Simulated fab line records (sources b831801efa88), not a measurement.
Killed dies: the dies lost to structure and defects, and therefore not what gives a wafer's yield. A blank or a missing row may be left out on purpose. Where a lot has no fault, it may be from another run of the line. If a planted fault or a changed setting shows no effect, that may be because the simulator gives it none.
What tool caused it? -- flow gf180mcu -- 33 wafers from 11 lots sampled at 5 of the route's 602 steps

WHAT THE GAUGES SHOWED, per wafer
GF_V5_THK_MEAS_01.
lot,measured,on,V5_CVD_00_THK (nm)
L670,day 26 16:35,filmMetro-01,308 302 302
L671,day 26 18:05,filmMetro-03,291 296 294
L673,day 27 20:28,filmMetro-01,304 302 302
L674,day 27 21:35,filmMetro-01,301 306 301
L677,day 28 20:30,filmMetro-03,304 304 301
L680,day 29 19:12,filmMetro-03,297 295 301
L682,day 30 07:39,filmMetro-03,293 290 294
L686,day 31 13:19,filmMetro-03,296 297 298
L688,day 32 01:29,filmMetro-03,300 303 296
L689,day 32 05:52,filmMetro-02,301 298 302
L691,day 32 15:07,filmMetro-03,295 296 297

GF_PASSIVATION_THK_MEAS_03.
lot,measured,on,PASSIVATION_CVD_02_THK (nm)
L670,day 28 12:19,filmMetro-01,687 698 691
L671,day 28 14:08,filmMetro-04,695 698 686
L673,day 29 13:52,filmMetro-04,692 695 709
L674,day 29 15:17,filmMetro-02,694 708 700
L677,day 30 13:42,filmMetro-04,689 701 711
L680,day 31 11:31,filmMetro-01,706 594 701
L682,day 31 22:27,filmMetro-04,696 578 680
L686,day 33 02:47,filmMetro-02,691 696 699
L688,day 33 13:10,filmMetro-02,691 710 706
L689,day 33 16:42,filmMetro-04,688 705 703
L691,day 34 02:49,filmMetro-01,689 698 695

TOOL THAT RAN EACH LOT (tool first, then ch and the chambers of the sampled wafers, then the start)
lot,GF_V5_CMP_04,GF_TOP_METAL_SPUTTER_00,GF_PASSIVATION_CVD_02
L670,"cmp-01 ch 0,2,3, day 26 16:53","pvdSputter-01, day 27 15:23","pecvd-03 ch 0,1,2, day 28 12:01"
L671,"cmp-01 ch 0,1,2, day 26 18:21","pvdSputter-03, day 27 16:40","pecvd-02 ch 0,2, day 28 13:50"
L673,"cmp-01 ch 0,1,3, day 27 20:45","pvdSputter-04, day 28 18:02","pecvd-01 ch 0,1, day 29 13:34"
L674,"cmp-01 ch 0,1,3, day 27 21:49","pvdSputter-03, day 28 18:56","pecvd-01 ch 0,1,2, day 29 15:00"
L677,"cmp-01 ch 0,2,3, day 28 20:46","pvdSputter-03, day 29 17:56","pecvd-03 ch 0,2, day 30 13:25"
L680,"cmp-01 ch 0,1,2, day 29 19:34","pvdSputter-04, day 30 16:16","pecvd-01 ch 0,1,2, day 31 11:13"
L682,"cmp-02 ch 0,1,3, day 30 07:53","pvdSputter-03, day 31 03:45","pecvd-01 ch 0,1,2, day 31 22:10"
L686,"cmp-01 ch 0,1, day 31 13:33","pvdSputter-01, day 32 08:29","pecvd-02 ch 0,2, day 33 02:30"
L688,"cmp-01 ch 0,2,3, day 32 02:10","pvdSputter-01, day 32 20:04","pecvd-03 ch 0,2, day 33 12:52"
L689,"cmp-02 ch 0,2,3, day 32 06:12","pvdSputter-04, day 33 00:08","pecvd-02 ch 0,1,2, day 33 16:25"
L691,"cmp-02 ch 1,2,3, day 32 15:37","pvdSputter-01, day 33 09:58","pecvd-03 ch 1,2, day 34 02:31"
- GF_V5_CMP_04: polishes SiO2.
- GF_TOP_METAL_SPUTTER_00: material Ti, target thk 37.5 nm, time 150 s.
- GF_PASSIVATION_CVD_02: deposits Si3N4, target thk 700 nm, time 486.18 s.

AS READ BY THE TOOLS THEMSELVES (means over the sampled wafers that have a number; for cases with no such wafer, the mark the record gives instead)
GF_V5_CMP_04.
lot,tool,motorCurrentA (A)
L670,cmp-01,10.8
L671,cmp-01,12.3
L673,cmp-01,11.9
L674,cmp-01,11.9
L677,cmp-01,10.6
L680,cmp-01,12.7
L682,cmp-02,12.5
L686,cmp-01,13.9
L688,cmp-01,10.4
L689,cmp-02,12.7
L691,cmp-02,12.7

GF_TOP_METAL_SPUTTER_00.
lot,tool,substrateTempC (C),throttleValvePct (%)
L670,pvdSputter-01,199.92,29.6
L671,pvdSputter-03,199.94,30.2
L673,pvdSputter-04,199.99,29.4
L674,pvdSputter-03,199.89,30.8
L677,pvdSputter-03,200.01,30.5
L680,pvdSputter-04,200.03,29.2
L682,pvdSputter-03,200.01,30.5
L686,pvdSputter-01,200.00,28.9
L688,pvdSputter-01,200.11,29.6
L689,pvdSputter-04,200.09,29.2
L691,pvdSputter-01,199.85,29.6

GF_PASSIVATION_CVD_02.
lot,tool,heaterPowerW (W),rfFwdPowerW (W),susceptorTempC (C)
L670,pecvd-03,675,449.4,400.07
L671,pecvd-02,735,450.1,399.90
L673,pecvd-01,765,450.3,399.99
L674,pecvd-01,707,449.1,399.81
L677,pecvd-03,688,449.3,400.11
L680,pecvd-01,800,387.8,400.00
L682,pecvd-01,721,390.0,399.89
L686,pecvd-02,842,447.9,399.80
L688,pecvd-03,730,448.9,400.05
L689,pecvd-02,801,450.7,400.27
L691,pecvd-03,819,447.9,400.14

THE ANSWER, worked out from the rows above alone
Rule: usual is defined by the lots themselves. The widest of any qualifying gaps counts: lots, ordered by their means at a reading, are off when they make up no more than a third of the lots, leave a main group of 4 or more, and stand apart from it by 3 or more times the standard deviation of that group's means. A main group is skipped when, at the precision printed for the reading in the tables above, its means are all equal. Also off: a lot with no number at a reading for which 4 or more lots have one. The other lots that the step has rows for count as sound. After the gauges, taken in route order, come the tools' own readings; for these a lot's mean is taken, as printed above. The first step at which some lot is off is used, and at that step the reading that is off furthest; a lot without a number counts as furthest.
Off: L680, L682, at GF_PASSIVATION_THK_MEAS_03 (PASSIVATION_CVD_02_THK). The main group: mean 697 nm, standard deviation 3.5.
If a tool, at a process step before that reading, ran all the lots that are off and no sound lot after the first of them, it fits. Not tried: the gauges at GF_PASSIVATION_THK_MEAS_03; whatever is off there is also off at GF_PASSIVATION_CVD_02, on other tools, and gauge error can't account for it. One fits: GF_PASSIVATION_CVD_02 on pecvd-01. A fault onset in the window from L674 (day 29 15:00, its last sound lot) to L680 (day 31 11:13, its first lot off) fits.
On the lots that are off, the tool's own readings at GF_PASSIVATION_CVD_02 differ by more than 5 times the standard deviation of the sound lots' means, which bears it out; rfFwdPowerW reads 388.9 W there versus 449.3 W on the sound lots.

WHAT THE SIMULATOR HAD INSERTED
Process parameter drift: pecvd-01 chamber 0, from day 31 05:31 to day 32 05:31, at GF_PASSIVATION_CVD_02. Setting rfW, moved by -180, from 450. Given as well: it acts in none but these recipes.
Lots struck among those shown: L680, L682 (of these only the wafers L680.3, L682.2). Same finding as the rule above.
